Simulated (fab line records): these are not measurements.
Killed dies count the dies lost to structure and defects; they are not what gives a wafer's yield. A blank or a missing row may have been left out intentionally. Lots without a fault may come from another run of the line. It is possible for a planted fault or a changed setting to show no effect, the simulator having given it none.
Split-lot experiment	flow sfq_line	on a route of 325 steps: 5 lots, 23 wafers read

## ABOUT THE SPLIT
At SFQ_TRILAYER_I7_CMP_CMP_184 (polishes SiO2), the setting leave_above_ref_nm was moved away from the recipe's 200 nm on 7 of the 23 wafers read, by -6.6% to -2.2%. The other wafers ran this setting at the recipe's value.

Split to reading: the file shows no intervening step.

## THE READING
thk_nm, in nm, at SFQ_TRILAYER_I7_METRO_MEASURE_185. A value of 199.3 nm with a standard deviation of 0.87 nm is what fault-free wafers of this fab line usually give.

wafer	tool, chamber at the split	leave_above_ref_nm as run, nm	against the recipe	thk_nm, nm	against lot-mates on the recipe
L077.1	cmp-01, 0	200	recipe	199.6	-
L077.2	cmp-01, 2	186.8	-6.6%	187.5	-11.9
L077.3	cmp-01, 1	200	recipe	199.2	-
L077.4	cmp-01, 3	186.8	-6.6%	185.9	-13.5
L077.5	cmp-01, 1	186.8	-6.6%	186.7	-12.7
L078.1	cmp-02, 1	200	recipe	199.6	-
L078.2	cmp-02, 2	200	recipe	198.0	-
L078.3	cmp-02, 0	195.5	-2.2%	195.2	-3.6
L078.4	cmp-02, 3	195.5	-2.2%	196.1	-2.7
L078.6	cmp-02, 0	200	recipe	198.7	-
L079.1	cmp-01, 2	200	recipe	199.1	-
L079.2	cmp-01, 3	200	recipe	199.3	-
L079.3	cmp-01, 0	200	recipe	197.3	-
L079.4	cmp-01, 1	200	recipe	199.9	-
L079.6	cmp-01, 0	200	recipe	197.8	-
L081.1	cmp-02, 2	200	recipe	198.4	-
L081.2	cmp-02, 3	192.2	-3.9%	190.7	-8.4
L081.4	cmp-02, 1	200	recipe	198.3	-
L081.5	cmp-02, 0	192.2	-3.9%	191.7	-7.4
L081.6	cmp-02, 3	200	recipe	200.7	-
L085.3	cmp-01, 1	200	recipe	199.7	-
L085.4	cmp-01, 0	200	recipe	199.6	-
L085.6	cmp-01, 1	200	recipe	200.8	-

THE FIT
A straight line over all 23 wafers: thk_nm changes by +1.9 nm for each +1% of leave_above_ref_nm; r = +0.98; the points scatter about the line by 0.94 nm.
The same after taking each lot's own level away (the mean of its wafers on the recipe; 23 wafers): +1.92 nm for each +1%; r = +0.98; scatter 0.87 nm.
On that fit, the largest move of leave_above_ref_nm shifts the reading by 13 nm.
Across the lots, their own levels run from 198.68 to 200.03 nm, a range of 1.6 times the standard deviation given above.
Consequently the slope shifts little with the lot-to-lot level, the two slopes agreeing.
Check: -12.9 nm against its lot-mates is what the line predicts for one of the wafers moved furthest among these (-6.6%) when that wafer is left out of the fit. Against them it came out at -11.9 nm.

## FURTHER SPLITS ON THESE WAFERS
Other splits were also applied to these wafers ahead of the reading. Each is held against what the fit with the lots' levels taken away leaves over:
other split on the same wafers	wafers away from the commonest value	r with thk_nm (lot level and that fit taken away)
SFQ_TRILAYER_I6_VIA_ETCH_VIA_ETCH_172 bias_w	6	+0.19
SFQ_TRILAYER_M7_LITHO_COAT_182 resist_thk_nm	10	-0.25
SFQ_TRILAYER_M7_BARC_OPEN_METAL_ETCH_229 icp_w	7	-0.19

## THE WHOLE CHAIN: every reading that the file lists as answering this split, in the file's order
step	what it does	reading	change (the file's fit)	r (the file's)
SFQ_TRILAYER_I7_CMP_CMP_184	polishes SiO2	SiO2_of_TRILAYER_I7_DEP_PECVD_183.thk_nm (the simulator's own value, which no gauge read)	+1.91 nm for each +1% of the setting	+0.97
SFQ_TRILAYER_I7_METRO_MEASURE_185		thk_nm	+1.9 nm for each +1% of the setting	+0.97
SFQ_TRILAYER_I7_VIA_ETCH_VIA_ETCH_190	etches SiO2 in CHF3, stops on Nb, target depth 260 nm	I7.feature_depth_nm (the simulator's own value, which no gauge read)	+1.91 nm for each +1% of the setting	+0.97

## THE FILE'S OWN FIT
thk_nm changes by +1.9 nm for each +1% of leave_above_ref_nm, r = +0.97.
